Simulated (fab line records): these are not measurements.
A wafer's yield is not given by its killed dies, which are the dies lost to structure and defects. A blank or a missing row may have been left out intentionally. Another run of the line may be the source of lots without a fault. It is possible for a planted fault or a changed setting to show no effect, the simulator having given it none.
2 desks looking at one fault	flow sky130	only its own numbers are on each desk; what lay behind them is given at the end

== TOOL OWNER'S DESK, litho_track-03 ==
Per lot that ran on this tool, the mean of the sampled wafers carrying a number, from the tool's own readings at SKY_CONTACT_SOFTBAKE_10 (time 90 s). A lot is out of limits, marked OUT, if its mean lies more than 4 standard deviations from the usual mean; the brackets give that distance.
Columns: A = chill_plate_temp_C at SKY_CONTACT_SOFTBAKE_10, usual 22.97 C; B = run_length_s at SKY_CONTACT_SOFTBAKE_10, usual 119.26 s
lot	first seen here	A	B
L738	day 31 18:00	22.98	119.07
L743	day 33 18:00	22.86	132.91 (+76) OUT
L744	day 34 01:00	22.92	132.84 (+75) OUT
L754	day 37 04:00	22.92	119.01
L755	day 37 12:00	23.03	119.08
Finding of this desk: L743, L744 out of limits; the first was L743 at day 33 18:00, on run_length_s at SKY_CONTACT_SOFTBAKE_10. In limits: L738, L754, L755.

== METROLOGY DESK ==
What the gauges read, lot by lot, whatever tool the lot ran on: means of the sampled wafers that have a number. A lot is out of limits, marked OUT, if its mean lies more than 4 standard deviations from the usual mean; the brackets give that distance.
Columns: A = LI_CONTACT_W_RS at SKY_LI_CONTACT_RS_MEAS_22, usual 0.284 ohm/sq; B = cd_nm at SKY_LOCAL_INTERCONNECT_CD_MEAS_11, usual 170.0 nm
lot	first seen here	A	B
L735	day 29 04:23	0.284	169.5
L737	day 29 13:29	0.282	168.1
L738	day 29 23:09	0.284	169.2
L740	day 31 00:25	0.282	170.0
L743	day 31 23:41	0.285	170.7
L744	day 32 06:49	0.282	171.6
L745	day 32 14:00	0.285	169.5
L751	day 34 12:28	0.285	167.4
L752	day 34 21:00	0.280	170.3
L754	day 35 11:25	0.284	170.5
L755	day 35 18:44	0.281	169.7
L756	day 35 20:40	0.291	168.5
L757	day 36 08:41	0.288	169.3
Finding of this desk: none of the 13 lots has anything out of limits.

== ALL TOGETHER ==
At day 33 18:00, on L743, L744, the tool owner's desk was in a position to raise an alarm.
Metrology desk: nothing out of limits seen.
The metrology desk has L743, L744 on record, within its limits.
SKY_CONTACT_SOFTBAKE_10 was run on litho_track-03 by each of the lots named.

== WHAT HAD BEEN PUT IN BY THE SIMULATOR ==
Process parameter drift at SKY_CONTACT_SOFTBAKE_10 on litho_track-03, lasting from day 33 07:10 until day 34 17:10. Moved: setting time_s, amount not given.
Struck lots among those shown: L743, L744.
Hours from the fault's start to each desk's first reading out of limits: the tool owner's desk, 11.
